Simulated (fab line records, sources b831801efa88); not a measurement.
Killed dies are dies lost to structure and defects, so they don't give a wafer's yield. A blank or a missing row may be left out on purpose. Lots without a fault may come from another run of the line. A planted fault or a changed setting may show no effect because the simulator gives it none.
Which tool did it? | flow sky130 | 12 lots, 36 wafers sampled, at 1 step of a route of 708

WHAT THE GAUGES READ, wafer by wafer
SKY_POLY_CUT_OVL_MEAS_09.
lot  | measured     | on         | POLY_CUT_OVL (nm)
L075 | day 24 22:49 | overlay-02 | -4 7 -1
L077 | day 25 06:52 | overlay-02 | -6 -12 -3
L080 | day 26 10:15 | overlay-01 | 1 7 8
L081 | day 26 17:13 | overlay-02 | 0 1 0
L083 | day 27 11:45 | overlay-02 | 4 1 -2
L085 | day 28 14:58 | overlay-02 | -2 0 4
L087 | day 29 03:00 | overlay-02 | 7 2 10
L089 | day 29 11:04 | overlay-02 | 3 5 5
L091 | day 30 02:14 | overlay-02 | 4 6 6
L093 | day 31 01:57 | overlay-01 | 6 -4 9
L095 | day 31 06:44 | overlay-02 | 7 11 7
L097 | day 32 03:52 | overlay-02 | 7 -2 -4

WHICH TOOL RAN EACH LOT (tool, then ch and the chambers of the sampled wafers, then the start)
The record holds no process step before these readings.

THE ANSWER, worked out from the rows above alone
Rule: what is usual is taken from the lots themselves. Put in order of their means at a reading, lots are off if they are a third of the lots or fewer, leave a main group of 4 or more, and stand apart from it by a gap of 3 or more times the standard deviation of the main group's means; of several such gaps the widest counts. A main group whose means are all the same, to the digits that the tables above print for the reading, isn't used. A lot without any number at a reading at which 4 lots or more have one is off too. The other lots that the step has rows for count as sound.
No lot is off at any reading shown: from this, nothing can be told.

WHAT THE SIMULATOR HAD PUT IN
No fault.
